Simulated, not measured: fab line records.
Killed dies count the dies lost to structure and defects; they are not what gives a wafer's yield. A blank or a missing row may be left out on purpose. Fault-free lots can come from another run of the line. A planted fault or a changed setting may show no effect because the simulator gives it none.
fab line records + flow sfqLine
[record]
- lots = 7
- wafers = 21
- lastDay = 100
route steps=325 shown I0@47 M1@58
lots that met no fault: taken from a fault-free run of the same line
startH: the number of hours between the record's first day and the start of the first shown wafer of the lot + waitH: hours elapsed since this lot's preceding step + " the same as in the row above + L1.1+2: a single row standing in for several wafers + - no value, or no start was given + * or withheld: withheld + < > ~ a bound
route shown NAME@n: a module of which the file shows steps, and the number in the route of the first + usual: mean and standard deviation over wafers with no fault + same: alike in all rows + chamber/n: place in a boat + sites: readings site by site + _std_site: the standard deviation of these + _edge_site: mean of outer sites minus mean of inner sites + radiusMm: for every site, how far away it sits from the centre of the wafer + mask NAME#n: copy n + behind: tool/chamber where the wafer was last shaped + hold: why the lot was held/for how many hours/how that ended + device: whichever transistor did not switch (one of n, p or np) + end of line: tests of these same wafers at the route's end + a step with no rows: only its recipe + killed: not the wafer's yield, but the dies lost to structure and defects at the first sort + map: dies across one wafer; x = killed, . = not, _ = none there
set.NAME: setting as actually run; set.NAME@STEP: the setting as run at that earlier step + model.NAME: the simulator's own value behind a step, which no gauge read
certain route steps with their lots: each step a table, each wafer a row
services: when a tool's chamber went out of use (startH, in hours from the record's first day, below 0 if earlier), for how many hours, and the reason
[[steps]]
[step SFQ_TRILAYER_I0_VIA_LITHO_COAT_036]
[recipe]
- resist = BARC
- spinRpm = 3000
- resistThkNm = 62
[step SFQ_TRILAYER_I0_VIA_LITHO_COAT_031]
[recipe]
- resist = KrF
- spinRpm = 3000
- resistThkNm = 650
[step SFQ_TRILAYER_I0_VIA_LITHO_SOFTBAKE_035]
[recipe]
- tempC = withheld
- timeS = withheld
- resist = KrF
[step SFQ_TRILAYER_I0_VIA_LITHO_EXPOSE_032]
[recipe]
- maskId = I0
- na = 0.6
- sourceShape = conventional
- sigmaOuter = 0.65
- targetCdNm = 500
- doseMj = 21.3
[step SFQ_TRILAYER_I0_VIA_LITHO_PEB_034]
[recipe]
- pebTempC = 115
- pebTimeS = 60
- resist = KrF
[step SFQ_TRILAYER_I0_VIA_LITHO_DEVELOP_033]
[recipe]
- timeS = 60
- resist = KrF
[step SFQ_I0_OVL_MEAS_908]
[usual]
- I0_OVL = -3/4.2
| lot.wafer | tool       | chamber | startH | waitH | I0_OVL[nm] |
|-----------|------------|---------|--------|-------|------------|
| L113.1    | overlay-01 | -       | 450.45 | 0.1   | -2         |
| L113.3    | "          | -       | "      | "     | -4         |
| L113.5    | "          | -       | "      | "     | 0          |
| L115.2    | overlay-01 | -       | 486.45 | 0.1   | -3         |
| L115.3    | "          | -       | "      | "     | -6         |
| L115.6    | "          | -       | "      | "     | -5         |
| L118.1    | overlay-01 | -       | 515.25 | 0.1   | -7         |
| L118.2    | "          | -       | "      | "     | -5         |
| L118.5    | "          | -       | "      | "     | -1         |
| L119.2    | overlay-01 | -       | 528.45 | 0.1   | -6         |
| L119.4    | "          | -       | "      | "     | -3         |
| L119.6    | "          | -       | "      | "     | -9         |
| L123.3    | overlay-01 | -       | 557.39 | 0.1   | 2          |
| L123.4    | "          | -       | "      | "     | 3          |
| L123.6    | "          | -       | "      | "     | 2          |
| L126.2    | overlay-01 | -       | 586.43 | 0.1   | 1          |
| L126.3    | "          | -       | "      | "     | 7          |
| L126.5    | "          | -       | "      | "     | 6          |
| L131.2    | overlay-02 | -       | 629.60 | 0.1   | 4          |
| L131.3    | "          | -       | "      | "     | 1          |
| L131.6    | "          | -       | "      | "     | 3          |
[step SFQ_TRILAYER_I0_VIA_BARC_OPEN_VIA_ETCH_046]
[recipe]
- maskMaterial = PR
- chemistry = O2
- targetDepthNm = 125
- target = BARC
- sourceW = 500
- biasW = 80
- pressureMtorr = 30
- timeS = 41.7
[usual]
- drypumpMotorCurrentA = 5.8/0.41
- oesProductAu = 0.685/0.0049
| lot.wafer | tool       | chamber | startH | waitH | drypumpMotorCurrentA | oesProductAu | rfHoursCounterH |
|-----------|------------|---------|--------|-------|----------------------|--------------|-----------------|
| L113.1    | rieDiel-04 | 1       | 450.48 | 0.0   | 6.0                  | 0.682        | 45              |
| L113.3    | "          | 0       | "      | "     | 6.2                  | 0.682        | 3               |
| L113.5    | "          | 3       | "      | "     | 5.7                  | 0.684        | -               |
| L115.2    | rieDiel-01 | 1       | 486.48 | 0.0   | 6.1                  | 0.691        | 12              |
| L115.3    | "          | 3       | "      | "     | 5.2                  | 0.688        | 1               |
| L115.6    | "          | 2       | "      | "     | 5.4                  | 0.682        | -               |
| L118.1    | rieDiel-01 | 2       | 515.28 | 0.0   | 5.4                  | 0.690        | 1               |
| L118.2    | "          | 0       | "      | "     | 5.9                  | 0.684        | 75              |
| L118.5    | "          | 3       | "      | "     | 5.2                  | 0.686        | -               |
| L119.2    | rieDiel-04 | 2       | 528.48 | 0.0   | 5.6                  | 0.686        | 4               |
| L119.4    | "          | 0       | "      | "     | 6.2                  | 0.693        | 4               |
| L119.6    | "          | 0       | "      | "     | 6.2                  | 0.694        | -               |
| L123.3    | rieDiel-02 | 3       | 557.41 | 0.0   | 5.5                  | 0.678        | 2               |
| L123.4    | "          | 2       | "      | "     | 6.1                  | 0.691        | 18              |
| L123.6    | "          | 0       | "      | "     | 6.7                  | 0.688        | -               |
| L126.2    | rieDiel-01 | 3       | 586.46 | 0.0   | 5.2                  | 0.686        | 3               |
| L126.3    | "          | 2       | "      | "     | 5.4                  | 0.688        | 2               |
| L126.5    | "          | 0       | "      | "     | 5.8                  | 0.686        | -               |
| L131.2    | rieDiel-01 | 3       | 629.63 | 0.0   | 5.2                  | 0.690        | 4               |
| L131.3    | "          | 1       | "      | "     | 6.1                  | 0.690        | 15              |
| L131.6    | "          | 0       | "      | "     | 5.9                  | 0.686        | -               |
[step SFQ_TRILAYER_I0_VIA_ETCH_VIA_ETCH_034]
[recipe]
- target = SiO2
- stopOn = Nb
- maskMaterial = PR
- taperDeg = 20
- chemistry = CHF3
- targetDepthNm = 260
- sourceW = 500
- biasW = 80
- pressureMtorr = 30
- timeS = withheld
[usual]
- drypumpMotorCurrentA = 5.8/0.4
- oesProductAu = 0.854/0.0053
| lot.wafer | tool       | chamber | startH | waitH | drypumpMotorCurrentA | oesProductAu |
|-----------|------------|---------|--------|-------|----------------------|--------------|
| L113.1    | rieDiel-04 | 1       | 450.52 | 0.0   | 6.0                  | 0.859        |
| L113.3    | "          | 0       | "      | "     | 6.2                  | 0.858        |
| L113.5    | "          | 3       | "      | "     | 5.7                  | 0.858        |
| L115.2    | rieDiel-01 | 1       | 486.52 | 0.0   | 6.1                  | 0.855        |
| L115.3    | "          | 3       | "      | "     | 5.2                  | 0.846        |
| L115.6    | "          | 2       | "      | "     | 5.4                  | 0.855        |
| L118.1    | rieDiel-01 | 2       | 515.32 | 0.0   | 5.4                  | 0.858        |
| L118.2    | "          | 0       | "      | "     | 5.9                  | 0.858        |
| L118.5    | "          | 3       | "      | "     | 5.2                  | 0.855        |
| L119.2    | rieDiel-04 | 2       | 528.52 | 0.0   | 5.6                  | 0.854        |
| L119.4    | "          | 0       | "      | "     | 6.2                  | 0.850        |
| L119.6    | "          | 0       | "      | "     | 6.2                  | 0.857        |
| L123.3    | rieDiel-02 | 3       | 557.45 | 0.0   | 5.5                  | 0.861        |
| L123.4    | "          | 2       | "      | "     | 6.1                  | 0.855        |
| L123.6    | "          | 0       | "      | "     | 6.7                  | 0.853        |
| L126.2    | rieDiel-01 | 3       | 586.50 | 0.0   | 5.2                  | 0.846        |
| L126.3    | "          | 2       | "      | "     | 5.4                  | 0.858        |
| L126.5    | "          | 0       | "      | "     | 5.9                  | 0.861        |
| L131.2    | rieDiel-01 | 3       | 629.67 | 0.0   | 5.2                  | 0.854        |
| L131.3    | "          | 1       | "      | "     | 6.1                  | 0.845        |
| L131.6    | "          | 0       | "      | "     | 5.9                  | 0.847        |
[step SFQ_TRILAYER_I0_VIA_STRIP_STRIP_035]
[recipe]
- gas = O2
- powerW = 200
- platenTempC = 40
- overashFraction = 0.65
- chemistry = O2
- pressureMtorr = 50
[usual]
- drypumpMotorCurrentA = 5.8/0.32
- heBacksideLeakSccm = 3.48/0.21
- oesProductAu = 0.999/0.0084
| lot.wafer | tool        | chamber | startH | waitH | drypumpMotorCurrentA | heBacksideLeakSccm | oesProductAu | rfHoursCounterH |
|-----------|-------------|---------|--------|-------|----------------------|--------------------|--------------|-----------------|
| L113.1    | rieMetal-03 | 1       | 450.64 | -     | 5.3                  | 3.23               | 0.998        | 40              |
| L113.3    | "           | 1       | "      | "     | 5.2                  | 3.13               | 1.017        | -               |
| L113.5    | "           | 1       | "      | "     | 5.2                  | 3.40               | 0.989        | -               |
| L115.2    | rieMetal-02 | 0       | 486.64 | -     | 5.6                  | 3.71               | 1.007        | 84              |
| L115.3    | "           | 1       | "      | "     | 6.3                  | 3.42               | 0.999        | -               |
| L115.6    | "           | 0       | "      | "     | 5.6                  | 3.57               | 1.007        | -               |
| L118.1    | rieMetal-01 | 1       | 515.44 | -     | 5.5                  | 3.46               | 1.000        | 137             |
| L118.2    | "           | 0       | "      | "     | 5.8                  | 3.10               | 0.996        | 24              |
| L118.5    | "           | 0       | "      | "     | 5.8                  | 3.38               | 1.000        | -               |
| L119.2    | rieMetal-01 | 0       | 528.64 | -     | 5.8                  | 3.17               | 0.996        | 25              |
| L119.4    | "           | 0       | "      | "     | 5.8                  | 3.10               | 0.995        | -               |
| L119.6    | "           | 0       | "      | "     | 5.8                  | 3.28               | 0.998        | -               |
| L123.3    | rieMetal-02 | 0       | 557.83 | -     | 5.6                  | 3.73               | 0.996        | -               |
| L123.4    | "           | 1       | "      | "     | 6.3                  | 3.37               | 0.987        | -               |
| L123.6    | "           | 1       | "      | "     | 6.4                  | 3.31               | 0.992        | -               |
| L126.2    | rieMetal-02 | 0       | 586.81 | -     | 5.6                  | 3.66               | 0.999        | -               |
| L126.3    | "           | 0       | "      | "     | 5.6                  | 3.79               | 0.990        | -               |
| L126.5    | "           | 0       | "      | "     | 5.6                  | 3.74               | 1.002        | -               |
| L131.2    | rieMetal-01 | 1       | 629.78 | -     | 5.5                  | 3.46               | 0.992        | 4               |
| L131.3    | "           | 0       | "      | "     | 5.8                  | 3.25               | 1.010        | -               |
| L131.6    | "           | 1       | "      | "     | 5.5                  | 3.36               | 1.002        | -               |
[step SFQ_TRILAYER_I0_VIA_STRIP_SOLV_CLEAN_036]
[recipe]
- chemistry = NMP
- tempC = 70
- timeS = 600
[step SFQ_TRILAYER_M1_DEP_PRE_CLEAN_038]
[recipe]
- gas = Ar
- timeS = 22.5
- biasV = 250
[step SFQ_TRILAYER_M1_DEP_SPUTTER_037]
[recipe]
- material = Nb
- basePressurePa = 1.33e-06
- chamberPressurePa = 0.1333
- substrateTempC = 20
- resputterCathodeVoltageV = 400
- targetThkNm = 200
- powerW = 2000
- timeS = 133.3
[usual]
- cathodeDcPowerW = 2000.1/0.34
- throttleValvePct = 30.2/1
| lot.wafer | tool          | chamber | startH | waitH | cathodeDcPowerW | throttleValvePct |
|-----------|---------------|---------|--------|-------|-----------------|------------------|
| L113.1    | pvdSputter-06 | -       | 451.44 | 0.0   | 2000.1          | 29.8             |
| L113.3    | "             | -       | "      | "     | 2000.1          | 30.3             |
| L113.5    | "             | -       | "      | "     | 1999.9          | 32.6             |
| L113.1    | pvdSputter-06 | -       | 451.70 | 0.2   | 1999.6          | 29.7             |
| L113.3    | "             | -       | "      | "     | 1999.7          | 30.4             |
| L113.5    | "             | -       | "      | "     | 2000.3          | 32.6             |
| L115.2    | pvdSputter-03 | -       | 487.44 | 0.0   | 1999.7          | 30.8             |
| L115.3    | "             | -       | "      | "     | 1999.7          | 30.1             |
| L115.6    | "             | -       | "      | "     | 2000.3          | 30.3             |
| L118.1    | pvdSputter-06 | -       | 516.42 | 0.0   | 1999.6          | 29.4             |
| L118.2    | "             | -       | "      | "     | 1999.6          | 32.7             |
| L118.5    | "             | -       | "      | "     | 2000.3          | 29.7             |
| L118.1    | pvdSputter-06 | -       | 516.67 | 0.2   | 2000.0          | 29.5             |
| L118.2    | "             | -       | "      | "     | 1999.2          | 32.6             |
| L118.5    | "             | -       | "      | "     | 1999.2          | 29.8             |
| L119.2    | pvdSputter-04 | -       | 529.82 | 0.0   | 2000.4          | 30.4             |
| L119.4    | "             | -       | "      | "     | 2000.6          | 29.4             |
| L119.6    | "             | -       | "      | "     | 2000.2          | 30.3             |
| L119.2    | pvdSputter-04 | -       | 530.07 | 0.2   | 1999.5          | 30.3             |
| L119.4    | "             | -       | "      | "     | 2000.5          | 29.1             |
| L119.6    | "             | -       | "      | "     | 1999.8          | 30.6             |
| L123.3    | pvdSputter-03 | -       | 558.57 | 0.0   | 2000.2          | 29.3             |
| L123.4    | "             | -       | "      | "     | 2000.1          | 30.9             |
| L123.6    | "             | -       | "      | "     | 2000.2          | 30.5             |
| L126.2    | pvdSputter-03 | -       | 588.02 | 0.0   | 2000.2          | 30.6             |
| L126.3    | "             | -       | "      | "     | 2000.9          | 30.2             |
| L126.5    | "             | -       | "      | "     | 1999.9          | 29.6             |
| L131.2    | pvdSputter-06 | -       | 630.58 | 0.0   | 1999.8          | 29.2             |
| L131.3    | "             | -       | "      | "     | 1999.9          | 30.5             |
| L131.6    | "             | -       | "      | "     | 2000.3          | 29.4             |
[step SFQ_M1_RS_MEAS_909]
[recipe]
- thkMeasGauge = four-point-probe
- reads = Nb_of_TRILAYER_M1_DEP_SPUTTER_037
[usual]
- M1_NB_RS = 0.888/0.0097
| lot.wafer | tool         | chamber | startH | waitH | M1_NB_RS[ohm/sq] |
|-----------|--------------|---------|--------|-------|------------------|
| L113.1    | filmMetro-01 | -       | 451.79 | 0.0   | 0.442            |
| L113.3    | "            | -       | "      | "     | 0.448            |
| L113.5    | "            | -       | "      | "     | 0.444            |
| L115.2    | filmMetro-03 | -       | 487.55 | 0.1   | 0.879            |
| L115.3    | "            | -       | "      | "     | 0.898            |
| L115.6    | "            | -       | "      | "     | 0.895            |
| L118.1    | filmMetro-01 | -       | 516.76 | 0.0   | 0.439            |
| L118.2    | "            | -       | "      | "     | 0.440            |
| L118.5    | "            | -       | "      | "     | 0.438            |
| L119.2    | filmMetro-04 | -       | 530.18 | 0.1   | 0.442            |
| L119.4    | "            | -       | "      | "     | 0.445            |
| L119.6    | "            | -       | "      | "     | 0.442            |
| L123.3    | filmMetro-03 | -       | 558.70 | 0.1   | 0.890            |
| L123.4    | "            | -       | "      | "     | 0.890            |
| L123.6    | "            | -       | "      | "     | 0.900            |
| L126.2    | filmMetro-04 | -       | 588.13 | 0.1   | 0.892            |
| L126.3    | "            | -       | "      | "     | 0.893            |
| L126.5    | "            | -       | "      | "     | 0.878            |
| L131.2    | filmMetro-03 | -       | 630.70 | 0.1   | 0.878            |
| L131.3    | "            | -       | "      | "     | 0.874            |
| L131.6    | "            | -       | "      | "     | 0.869            |
[step SFQ_TRILAYER_M1_LITHO_COAT_044]
[recipe]
- resist = BARC
- spinRpm = 3000
- resistThkNm = 62
[step SFQ_TRILAYER_M1_LITHO_COAT_039]
[recipe]
- resist = KrF
- spinRpm = 3000
- resistThkNm = 600
[step SFQ_TRILAYER_M1_LITHO_SOFTBAKE_043]
[recipe]
- tempC = withheld
- timeS = withheld
- resist = KrF
[step SFQ_TRILAYER_M1_LITHO_EXPOSE_040]
[recipe]
- maskId = M1
- na = 0.6
- sourceShape = conventional
- sigmaOuter = 0.65
- targetCdNm = 500
- doseMj = 14.4
[step SFQ_TRILAYER_M1_LITHO_PEB_042]
[recipe]
- pebTempC = 115
- pebTimeS = 60
- resist = KrF
[step SFQ_TRILAYER_M1_LITHO_DEVELOP_041]
[recipe]
- timeS = 60
- resist = KrF
[step SFQ_M1_OVL_MEAS_911]
[usual]
- M1_OVL = 2/4.5
| lot.wafer | tool       | chamber | startH | waitH | M1_OVL[nm] |
|-----------|------------|---------|--------|-------|------------|
| L113.1    | overlay-02 | -       | 604.72 | 0.1   | -1         |
| L113.3    | "          | -       | "      | "     | -4         |
| L113.5    | "          | -       | "      | "     | 0          |
| L115.2    | overlay-01 | -       | 649.77 | 0.1   | -2         |
| L115.3    | "          | -       | "      | "     | 1          |
| L115.6    | "          | -       | "      | "     | 1          |
| L118.1    | overlay-02 | -       | 677.36 | 0.1   | 11         |
| L118.2    | "          | -       | "      | "     | 14         |
| L118.5    | "          | -       | "      | "     | 6          |
| L119.2    | overlay-01 | -       | 689.37 | 0.1   | 0          |
| L119.4    | "          | -       | "      | "     | 3          |
| L119.6    | "          | -       | "      | "     | 1          |
| L123.3    | overlay-01 | -       | 719.38 | 0.1   | -3         |
| L123.4    | "          | -       | "      | "     | -2         |
| L123.6    | "          | -       | "      | "     | 5          |
| L126.2    | overlay-02 | -       | 751.77 | 0.1   | -4         |
| L126.3    | "          | -       | "      | "     | 2          |
| L126.5    | "          | -       | "      | "     | -1         |
| L131.2    | overlay-01 | -       | 791.65 | 0.1   | -4         |
| L131.3    | "          | -       | "      | "     | -4         |
| L131.6    | "          | -       | "      | "     | -3         |
[step SFQ_TRILAYER_M1_BARC_OPEN_METAL_ETCH_054]
[recipe]
- maskMaterial = PR
- chemistry = O2
- targetDepthNm = 125
- target = BARC
- icpW = 600
- biasW = 80
- pressureMtorr = 10
- timeS = 41.7
[usual]
- drypumpMotorCurrentA = 6.0/0.47
- heBacksideLeakSccm = 3.54/0.24
- oesProductAu = 0.685/0.0047
| lot.wafer | tool        | chamber | startH | waitH | drypumpMotorCurrentA | heBacksideLeakSccm | oesProductAu | rfHoursCounterH |
|-----------|-------------|---------|--------|-------|----------------------|--------------------|--------------|-----------------|
| L113.1    | rieMetal-04 | 0       | 604.75 | 0.0   | 6.7                  | 3.87               | 0.686        | 145             |
| L113.3    | "           | 1       | "      | "     | 6.1                  | 3.48               | 0.685        | -               |
| L113.5    | "           | 0       | "      | "     | 6.7                  | 4.14               | 0.692        | -               |
| L115.2    | rieMetal-04 | 1       | 649.82 | 0.0   | 6.1                  | 3.33               | 0.684        | -               |
| L115.3    | "           | 1       | "      | "     | 6.1                  | 3.43               | 0.684        | -               |
| L115.6    | "           | 1       | "      | "     | 6.1                  | 3.52               | 0.675        | -               |
| L118.1    | rieMetal-04 | 1       | 677.40 | 0.0   | 6.1                  | 3.61               | 0.676        | 43              |
| L118.2    | "           | 0       | "      | "     | 6.6                  | 3.66               | 0.677        | 3               |
| L118.5    | "           | 1       | "      | "     | 6.1                  | 3.70               | 0.687        | -               |
| L119.2    | rieMetal-02 | 0       | 689.42 | 0.0   | 5.6                  | 3.64               | 0.686        | -               |
| L119.4    | "           | 0       | "      | "     | 5.6                  | 3.51               | 0.682        | -               |
| L119.6    | "           | 0       | "      | "     | 5.6                  | 3.50               | 0.688        | -               |
| L123.3    | rieMetal-02 | 0       | 719.42 | 0.0   | 5.6                  | 3.71               | 0.678        | -               |
| L123.4    | "           | 1       | "      | "     | 6.4                  | 3.06               | 0.683        | -               |
| L123.6    | "           | 0       | "      | "     | 5.6                  | 3.69               | 0.686        | -               |
| L126.2    | rieMetal-03 | 0       | 751.80 | 0.0   | 6.0                  | 3.57               | 0.683        | 43              |
| L126.3    | "           | 1       | "      | "     | 5.3                  | 3.24               | 0.683        | -               |
| L126.5    | "           | 1       | "      | "     | 5.3                  | 3.04               | 0.688        | -               |
| L131.2    | rieMetal-03 | 1       | 791.68 | 0.0   | 5.3                  | 3.46               | 0.688        | 94              |
| L131.3    | "           | 1       | "      | "     | 5.2                  | 3.41               | 0.690        | -               |
| L131.6    | "           | 0       | "      | "     | 6.0                  | 3.54               | 0.695        | -               |
[step SFQ_TRILAYER_M1_ETCH_METAL_ETCH_042]
[recipe]
- target = Nb
- stopOn = SiO2
- maskMaterial = PR
- chemistry = Cl2/Ar
- targetDepthNm = 240
- icpW = 600
- biasW = 80
- pressureMtorr = 10
- timeS = 120
[usual]
- drypumpMotorCurrentA = 6.0/0.47
- heBacksideLeakSccm = 3.5/0.34
- oesProductAu = 0.895/0.0073
| lot.wafer | tool        | chamber | startH | waitH | drypumpMotorCurrentA | heBacksideLeakSccm | oesProductAu | rfHoursCounterH | model.etch.depthNm | model.M1.featureDepthNm |
|-----------|-------------|---------|--------|-------|----------------------|--------------------|--------------|-----------------|--------------------|-------------------------|
| L113.1    | rieMetal-04 | 0       | 604.81 | 0.0   | 6.7                  | 3.6                | 0.989        | 145             | 239.4              | 239.4                   |
| L113.3    | "           | 1       | "      | "     | 6.1                  | 3.5                | 1.005        | -               | 241.4              | 241.4                   |
| L113.5    | "           | 0       | "      | "     | 6.7                  | 3.8                | 0.993        | -               | 238.4              | 238.4                   |
| L115.2    | rieMetal-04 | 1       | 649.96 | 0.1   | 6.1                  | 3.3                | 0.899        | -               | 202.4              | 202.4                   |
| L115.3    | "           | 1       | "      | "     | 6.1                  | 3.4                | 0.890        | -               | 198.2              | 198.2                   |
| L115.6    | "           | 1       | "      | "     | 6.1                  | 3.4                | 0.889        | -               | 199                | 199                     |
| L118.1    | rieMetal-04 | 1       | 677.46 | 0.0   | 6.1                  | 3.5                | 0.998        | 43              | 239.1              | 239.1                   |
| L118.2    | "           | 0       | "      | "     | 6.7                  | 3.4                | 0.998        | 4               | 239.5              | 239.5                   |
| L118.5    | "           | 1       | "      | "     | 6.1                  | 3.7                | 0.996        | -               | 240.8              | 240.8                   |
| L119.2    | rieMetal-02 | 0       | 689.56 | 0.1   | 5.6                  | 3.7                | 0.992        | -               | 236.1              | 236.1                   |
| L119.4    | "           | 0       | "      | "     | 5.6                  | 3.5                | 0.992        | -               | 237.5              | 237.5                   |
| L119.6    | "           | 0       | "      | "     | 5.6                  | 3.8                | 0.994        | -               | 236                | 236                     |
| L123.3    | rieMetal-02 | 0       | 719.50 | 0.1   | 5.6                  | 3.5                | 0.901        | -               | 199.7              | 199.7                   |
| L123.4    | "           | 1       | "      | "     | 6.3                  | 3.1                | 0.892        | -               | 199.8              | 199.8                   |
| L123.6    | "           | 0       | "      | "     | 5.6                  | 3.7                | 0.884        | -               | 197.8              | 197.8                   |
| L126.2    | rieMetal-03 | 0       | 751.86 | 0.0   | 6.0                  | 3.6                | 0.896        | 43              | 199.4              | 199.4                   |
| L126.3    | "           | 1       | "      | "     | 5.2                  | 3.1                | 0.883        | -               | 199.1              | 199.1                   |
| L126.5    | "           | 1       | "      | "     | 5.2                  | 3.3                | 0.899        | -               | 202.3              | 202.3                   |
| L131.2    | rieMetal-03 | 1       | 791.74 | 0.0   | 5.2                  | 3.5                | 0.904        | 94              | 202.9              | 202.9                   |
| L131.3    | "           | 1       | "      | "     | 5.2                  | 3.4                | 0.899        | -               | 203.7              | 203.7                   |
| L131.6    | "           | 0       | "      | "     | 6.0                  | 3.5                | 0.909        | -               | 204.8              | 204.8                   |
[step SFQ_TRILAYER_M1_STRIP_STRIP_043]
[recipe]
- gas = O2
- powerW = 200
- platenTempC = 40
- overashFraction = 0.65
- chemistry = O2
- pressureMtorr = 50
[usual]
- drypumpMotorCurrentA = 6.0/0.47
- heBacksideLeakSccm = 3.53/0.18
- oesProductAu = 1.002/0.0086
| lot.wafer | tool        | chamber | startH | waitH | drypumpMotorCurrentA | heBacksideLeakSccm | oesProductAu | rfHoursCounterH |
|-----------|-------------|---------|--------|-------|----------------------|--------------------|--------------|-----------------|
| L113.1    | rieMetal-04 | 0       | 604.94 | 0.1   | 6.7                  | 3.58               | 1.002        | 145             |
| L113.3    | "           | 1       | "      | "     | 6.1                  | 3.56               | 1.018        | -               |
| L113.5    | "           | 0       | "      | "     | 6.7                  | 3.47               | 1.009        | -               |
| L115.2    | rieMetal-04 | 1       | 650.37 | 0.4   | 6.1                  | 3.45               | 1.001        | -               |
| L115.3    | "           | 1       | "      | "     | 6.1                  | 3.61               | 0.997        | -               |
| L115.6    | "           | 1       | "      | "     | 6.1                  | 3.52               | 1.003        | -               |
| L118.1    | rieMetal-04 | 1       | 677.59 | 0.1   | 6.1                  | 3.47               | 1.016        | 44              |
| L118.2    | "           | 0       | "      | "     | 6.7                  | 3.38               | 1.003        | 4               |
| L118.5    | "           | 1       | "      | "     | 6.1                  | 3.52               | 1.003        | -               |
| L119.2    | rieMetal-02 | 0       | 689.97 | 0.4   | 5.6                  | 3.53               | 1.003        | -               |
| L119.4    | "           | 0       | "      | "     | 5.6                  | 3.70               | 0.999        | -               |
| L119.6    | "           | 0       | "      | "     | 5.6                  | 3.71               | 1.007        | -               |
| L123.3    | rieMetal-02 | 0       | 719.79 | 0.2   | 5.6                  | 3.75               | 0.994        | -               |
| L123.4    | "           | 1       | "      | "     | 6.4                  | 3.09               | 1.002        | -               |
| L123.6    | "           | 0       | "      | "     | 5.6                  | 3.49               | 0.993        | -               |
| L126.2    | rieMetal-03 | 0       | 751.99 | 0.1   | 6.0                  | 3.65               | 1.007        | 44              |
| L126.3    | "           | 1       | "      | "     | 5.3                  | 3.62               | 0.983        | -               |
| L126.5    | "           | 1       | "      | "     | 5.3                  | 3.60               | 0.990        | -               |
| L131.2    | rieMetal-03 | 1       | 791.86 | 0.1   | 5.3                  | 3.24               | 0.986        | 94              |
| L131.3    | "           | 1       | "      | "     | 5.3                  | 3.31               | 0.988        | -               |
| L131.6    | "           | 0       | "      | "     | 6.0                  | 3.69               | 1.014        | -               |
[[services]]
| tool          | chamber | startH | hours | kind   |
|---------------|---------|--------|-------|--------|
| rieDiel-04    | 2       | 440.65 | 42.6  | repair |
| rieMetal-04   | 1       | 449.75 | 16.4  | repair |
| rieDiel-04    | 1       | 473.42 | 4.6   | repair |
| rieDiel-04    | -       | 481.06 | 15.6  | pm     |
| pvdSputter-06 | -       | 496.22 | 6.8   | repair |
| rieDiel-01    | 2       | 511.04 | 1.9   | repair |
| rieMetal-04   | -       | 516.01 | 0.2   | repair |
| rieDiel-04    | 1       | 521.97 | 1.9   | repair |
| rieMetal-02   | 1       | 525.87 | 8.2   | repair |
| rieMetal-04   | 1       | 550.33 | 1.0   | repair |
| rieDiel-04    | 3       | 559.37 | 10.3  | repair |
| rieMetal-03   | 0       | 591.17 | 129.4 | repair |
| pvdSputter-06 | -       | 612.21 | 8.9   | repair |
| rieMetal-04   | -       | 643.40 | 0.5   | repair |
| rieDiel-01    | -       | 653.36 | 0.5   | repair |
| rieMetal-02   | -       | 673.39 | 1.9   | repair |
| rieMetal-02   | 1       | 686.46 | 5.0   | repair |
| rieMetal-03   | 1       | 698.54 | 26.8  | repair |
| rieDiel-04    | 3       | 718.31 | 15.3  | repair |
| rieMetal-03   | -       | 720.57 | 14.6  | pm     |
| rieDiel-04    | 2       | 732.77 | 26.0  | repair |
| pvdSputter-06 | -       | 753.96 | 0.5   | repair |
| pvdSputter-06 | -       | 770.04 | 3.8   | repair |
| rieMetal-03   | -       | 789.94 | 1.3   | repair |
[[key]]
[firstSign]
- step = SFQ_TRILAYER_M1_DEP_SPUTTER_037
- reading = visit
- direction = added
[effect]
- step = SFQ_M1_RS_MEAS_909
- reading = M1_NB_RS
- direction = down
- sigmas = 46
- usual = 0.888
- struck = 0.442
[effect]
- step = SFQ_TRILAYER_M1_ETCH_METAL_ETCH_042
- reading = oesProductAu
- direction = up
- sigmas = 14
- usual = 0.895
- struck = 0.995
[modelEffect]
- step = SFQ_TRILAYER_M1_ETCH_METAL_ETCH_042
- value = etch.depthNm
- without = 201.4
- struck = 238.7
metAt SFQ_TRILAYER_M1_DEP_SPUTTER_037
struckWafers L113.1,L113.3,L113.5,L118.1,L118.2,L118.5,L119.2,L119.4,L119.6
[fault]
- kind = repeatedStepWhole
- tool = pvdSputter-03,pvdSputter-04,pvdSputter-06
- chamber = -
- onsetH = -
- steps = SFQ_TRILAYER_M1_DEP_SPUTTER_037
- times = 1
- scope = struckLotsOnly
